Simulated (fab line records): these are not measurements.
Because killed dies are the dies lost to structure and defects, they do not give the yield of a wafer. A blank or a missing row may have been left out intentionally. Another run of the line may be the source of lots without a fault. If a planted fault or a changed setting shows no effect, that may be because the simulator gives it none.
Which tool did it? / flow sky130 / 42 wafers from 14 lots sampled at 6 of the route's 708 steps

WHAT EACH GAUGE READ, for each wafer
SKY_PWDE_OVL_MEAS_07.
lot=L550; measured=day 4 04:01; on=overlay-01; PWDE_OVL (nm)=-2.6 -1.3 -0.8
lot=L551; measured=day 4 04:29; on=overlay-02; PWDE_OVL (nm)=-0.2 -0.8 -3.1
lot=L553; measured=day 4 13:52; on=overlay-02; PWDE_OVL (nm)=0.4 -0.5 0.9
lot=L554; measured=day 4 19:19; on=overlay-01; PWDE_OVL (nm)=1.9 -0.9 -0.1
lot=L555; measured=day 5 04:55; on=overlay-02; PWDE_OVL (nm)=-2.0 -2.2 -1.5
lot=L557; measured=day 5 13:50; on=overlay-01; PWDE_OVL (nm)=0.0 -0.2 -0.4
lot=L556; measured=day 5 13:50; on=overlay-02; PWDE_OVL (nm)=2.0 -0.7 2.3
lot=L565; measured=day 7 11:40; on=overlay-02; PWDE_OVL (nm)=-0.9 -1.1 -0.2
lot=L566; measured=day 7 14:08; on=overlay-01; PWDE_OVL (nm)=-1.6 -0.2 0.2
lot=L569; measured=day 8 07:37; on=overlay-02; PWDE_OVL (nm)=-0.8 -2.0 -1.3
lot=L570; measured=day 8 12:47; on=overlay-01; PWDE_OVL (nm)=-1.4 -0.9 -0.7
lot=L571; measured=day 8 16:44; on=overlay-01; PWDE_OVL (nm)=0.0 -0.5 -1.5
lot=L572; measured=day 9 00:40; on=overlay-02; PWDE_OVL (nm)=1.6 -1.2 0.3
lot=L573; measured=day 9 08:31; on=overlay-02; PWDE_OVL (nm)=2.1 -0.4 -0.7

SKY_NWELL_OVL_MEAS_10.
lot=L550; measured=day 4 21:46; on=overlay-01; NWELL_00_OVL (nm)=-0.1 1.0 -1.4
lot=L551; measured=day 4 22:26; on=overlay-02; NWELL_00_OVL (nm)=2.3 1.6 2.1
lot=L553; measured=day 5 07:31; on=overlay-02; NWELL_00_OVL (nm)=-1.9 -1.3 -0.6
lot=L554; measured=day 5 12:56; on=overlay-01; NWELL_00_OVL (nm)=3.5 3.3 2.9
lot=L555; measured=day 5 22:22; on=overlay-01; NWELL_00_OVL (nm)=3.2 2.1 3.0
lot=L557; measured=day 6 07:37; on=overlay-01; NWELL_00_OVL (nm)=-0.6 -0.1 0.0
lot=L556; measured=day 6 07:17; on=overlay-01; NWELL_00_OVL (nm)=-0.3 1.4 0.3
lot=L565; measured=day 8 07:43; on=overlay-01; NWELL_00_OVL (nm)=- - -
lot=L566; measured=day 8 11:07; on=overlay-01; NWELL_00_OVL (nm)=- - -
lot=L569; measured=day 9 04:52; on=overlay-02; NWELL_00_OVL (nm)=-0.4 0.8 0.2
lot=L570; measured=day 9 10:32; on=overlay-02; NWELL_00_OVL (nm)=-2.7 -3.8 -3.6
lot=L571; measured=day 9 14:24; on=overlay-02; NWELL_00_OVL (nm)=-0.2 -1.0 0.7
lot=L572; measured=day 9 22:17; on=overlay-02; NWELL_00_OVL (nm)=-1.9 -1.4 -2.7
lot=L573; measured=day 10 06:55; on=overlay-02; NWELL_00_OVL (nm)=-2.2 -2.5 -2.4

SKY_NWELL_TW_MEAS_26.
lot=L550; measured=day 5 15:45; on=film metro-03; NWELL_2_TW=496 496 498
lot=L551; measured=day 5 17:01; on=film metro-03; NWELL_2_TW=495 493 496
lot=L553; measured=day 6 01:51; on=film metro-02; NWELL_2_TW=497 498 496
lot=L554; measured=day 6 07:31; on=film metro-03; NWELL_2_TW=492 493 492
lot=L555; measured=day 6 17:22; on=film metro-01; NWELL_2_TW=508 509 508
lot=L557; measured=day 7 03:52; on=film metro-01; NWELL_2_TW=506 506 506
lot=L556; measured=day 7 03:31; on=film metro-03; NWELL_2_TW=494 493 495
lot=L565; measured=day 9 05:16; on=film metro-01; NWELL_2_TW=1870 1867 1858
lot=L566; measured=day 9 10:40; on=film metro-01; NWELL_2_TW=1867 1862 1873
lot=L569; measured=day 10 03:03; on=film metro-01; NWELL_2_TW=507 507 509
lot=L570; measured=day 10 09:46; on=film metro-02; NWELL_2_TW=501 501 501
lot=L571; measured=day 10 13:34; on=film metro-01; NWELL_2_TW=507 509 504
lot=L572; measured=day 10 22:36; on=film metro-03; NWELL_2_TW=492 498 494
lot=L573; measured=day 11 06:13; on=film metro-02; NWELL_2_TW=496 496 498

SKY_VT_ADJUST_LVTN_TW_MEAS_21.
lot=L550; measured=day 8 01:52; on=film metro-01; VT_ADJUST_LVTN_2_TW=192.8 192.2 191.4
lot=L551; measured=day 8 02:46; on=film metro-03; VT_ADJUST_LVTN_2_TW=188.6 189.1 187.9
lot=L553; measured=day 8 12:28; on=film metro-04; VT_ADJUST_LVTN_2_TW=186.7 185.4 187.3
lot=L554; measured=day 8 18:49; on=film metro-04; VT_ADJUST_LVTN_2_TW=188.3 187.5 186.8
lot=L555; measured=day 9 07:31; on=film metro-04; VT_ADJUST_LVTN_2_TW=187.5 187.0 188.5
lot=L557; measured=day 9 19:32; on=film metro-01; VT_ADJUST_LVTN_2_TW=192.5 192.3 193.1
lot=L556; measured=day 9 16:26; on=film metro-04; VT_ADJUST_LVTN_2_TW=188.9 187.1 187.9
lot=L565; measured=day 12 02:03; on=film metro-01; VT_ADJUST_LVTN_2_TW=191.1 191.1 191.3
lot=L566; measured=day 12 07:50; on=film metro-04; VT_ADJUST_LVTN_2_TW=187.1 188.9 187.3
lot=L569; measured=day 13 02:15; on=film metro-01; VT_ADJUST_LVTN_2_TW=192.1 192.2 193.2
lot=L570; measured=day 13 10:07; on=film metro-03; VT_ADJUST_LVTN_2_TW=187.2 187.0 187.7
lot=L571; measured=day 13 13:04; on=film metro-03; VT_ADJUST_LVTN_2_TW=186.2 187.4 187.3
lot=L572; measured=day 13 21:54; on=film metro-01; VT_ADJUST_LVTN_2_TW=191.5 191.7 191.9
lot=L573; measured=day 14 06:34; on=film metro-01; VT_ADJUST_LVTN_2_TW=191.3 191.5 191.0

SKY_VT_ADJUST_NCORE_CD_MEAS_07 targets a cd of 380 nm.
lot=L550; measured=day 8 22:22; on=cd sem-02; cd nm (nm)=379.4 381.7 379.4
lot=L551; measured=day 8 23:23; on=cd sem-01; cd nm (nm)=383.6 383.4 383.7
lot=L553; measured=day 9 09:49; on=cd sem-02; cd nm (nm)=382.2 382.1 379.2
lot=L554; measured=day 9 15:23; on=cd sem-01; cd nm (nm)=379.0 378.8 377.0
lot=L555; measured=day 10 05:29; on=cd sem-02; cd nm (nm)=375.3 377.4 376.2
lot=L557; measured=day 10 18:11; on=cd sem-01; cd nm (nm)=381.1 377.8 380.7
lot=L556; measured=day 10 14:33; on=cd sem-02; cd nm (nm)=381.9 384.3 376.9
lot=L565; measured=day 13 02:01; on=cd sem-02; cd nm (nm)=377.0 377.8 377.3
lot=L566; measured=day 13 08:09; on=cd sem-01; cd nm (nm)=381.5 381.4 382.0
lot=L569; measured=day 14 02:40; on=cd sem-01; cd nm (nm)=379.1 379.6 378.2
lot=L570; measured=day 14 09:43; on=cd sem-02; cd nm (nm)=378.1 378.0 378.9
lot=L571; measured=day 14 13:57; on=cd sem-01; cd nm (nm)=381.8 382.1 382.9
lot=L572; measured=day 14 22:16; on=cd sem-01; cd nm (nm)=375.0 378.8 378.9
lot=L573; measured=day 15 07:52; on=cd sem-02; cd nm (nm)=382.7 379.9 383.6

WHAT TOOL EACH LOT RAN ON (gives the tool, then ch and the chambers of the sampled wafers, and finally the start)
lot=L550; SKY_NWELL_COAT_05=litho track-01 ch 0, day 4 12:23
lot=L551; SKY_NWELL_COAT_05=litho track-01 ch 0, day 4 13:04
lot=L553; SKY_NWELL_COAT_05=litho track-01 ch 0, day 4 22:44
lot=L554; SKY_NWELL_COAT_05=litho track-03 ch 0, day 5 03:44
lot=L555; SKY_NWELL_COAT_05=litho track-03 ch 0, day 5 14:08
lot=L557; SKY_NWELL_COAT_05=litho track-04 ch 0, day 5 22:02
lot=L556; SKY_NWELL_COAT_05=litho track-01 ch 0, day 5 21:56
lot=L565; SKY_NWELL_COAT_05=litho track-01, day 7 21:02
lot=L566; SKY_NWELL_COAT_05=litho track-04, day 8 00:52
lot=L569; SKY_NWELL_COAT_05=litho track-03 ch 0, day 8 17:40
lot=L570; SKY_NWELL_COAT_05=litho track-03 ch 0, day 8 23:43
lot=L571; SKY_NWELL_COAT_05=litho track-03 ch 0, day 9 03:34
lot=L572; SKY_NWELL_COAT_05=litho track-04 ch 0, day 9 11:01
lot=L573; SKY_NWELL_COAT_05=litho track-04 ch 0, day 9 19:25
- SKY_NWELL_COAT_05: resist thk 3000 nm.

WHAT THE TOOLS THEMSELVES READ (means of the sampled wafers that have a number; where no wafer has one, the mark that the record gives instead)
SKY_NWELL_COAT_05.
lot=L550; tool=litho track-01; chill plate temp C (C)=23.08; dispense pressure kPa (kPa)=55.3
lot=L551; tool=litho track-01; chill plate temp C (C)=23.04; dispense pressure kPa (kPa)=55.3
lot=L553; tool=litho track-01; chill plate temp C (C)=23.03; dispense pressure kPa (kPa)=55.3
lot=L554; tool=litho track-03; chill plate temp C (C)=23.10; dispense pressure kPa (kPa)=50.9
lot=L555; tool=litho track-03; chill plate temp C (C)=22.95; dispense pressure kPa (kPa)=50.9
lot=L557; tool=litho track-04; chill plate temp C (C)=22.96; dispense pressure kPa (kPa)=48.2
lot=L556; tool=litho track-01; chill plate temp C (C)=22.90; dispense pressure kPa (kPa)=55.3
lot=L565; tool=litho track-01; chill plate temp C (C)=-; dispense pressure kPa (kPa)=-
lot=L566; tool=litho track-04; chill plate temp C (C)=-; dispense pressure kPa (kPa)=-
lot=L569; tool=litho track-03; chill plate temp C (C)=22.89; dispense pressure kPa (kPa)=50.9
lot=L570; tool=litho track-03; chill plate temp C (C)=22.93; dispense pressure kPa (kPa)=50.9
lot=L571; tool=litho track-03; chill plate temp C (C)=22.96; dispense pressure kPa (kPa)=50.9
lot=L572; tool=litho track-04; chill plate temp C (C)=23.14; dispense pressure kPa (kPa)=48.2
lot=L573; tool=litho track-04; chill plate temp C (C)=23.08; dispense pressure kPa (kPa)=48.2

THE ANSWER, worked out from the rows above alone
Rule: what is usual is taken from the lots themselves. The widest of any qualifying gaps counts: lots, ordered by their means at a reading, are off when they make up no more than a third of the lots, leave a main group of 4 or more, and stand apart from it by 3 or more times the standard deviation of that group's means. A main group whose means are all the same, to the digits that the tables above print for the reading, isn't used. A lot without any number at a reading at which 4 lots or more have one is off too. The other lots that the step has rows for count as sound. After the gauges, taken in route order, come the tools' own readings; for these a lot's mean is taken, as printed above. The first step at which some lot is off is used, and at that step the reading that is off furthest; a lot without a number counts as furthest.
Off: L565, L566, at SKY_NWELL_OVL_MEAS_10 (NWELL_00_OVL). Without a number there: L565, L566. The main group has a mean of -0.1 nm with a standard deviation of 1.9.
A tool fits if, at a process step before that reading, it ran every lot that is off, and no sound lot after the first of them. Not tried: the gauges at SKY_NWELL_OVL_MEAS_10; whatever is off there is also off at SKY_NWELL_TW_MEAS_26, on other tools, and gauge error can't account for it. No candidate that was tried fits.

WHAT THE SIMULATOR PUT IN
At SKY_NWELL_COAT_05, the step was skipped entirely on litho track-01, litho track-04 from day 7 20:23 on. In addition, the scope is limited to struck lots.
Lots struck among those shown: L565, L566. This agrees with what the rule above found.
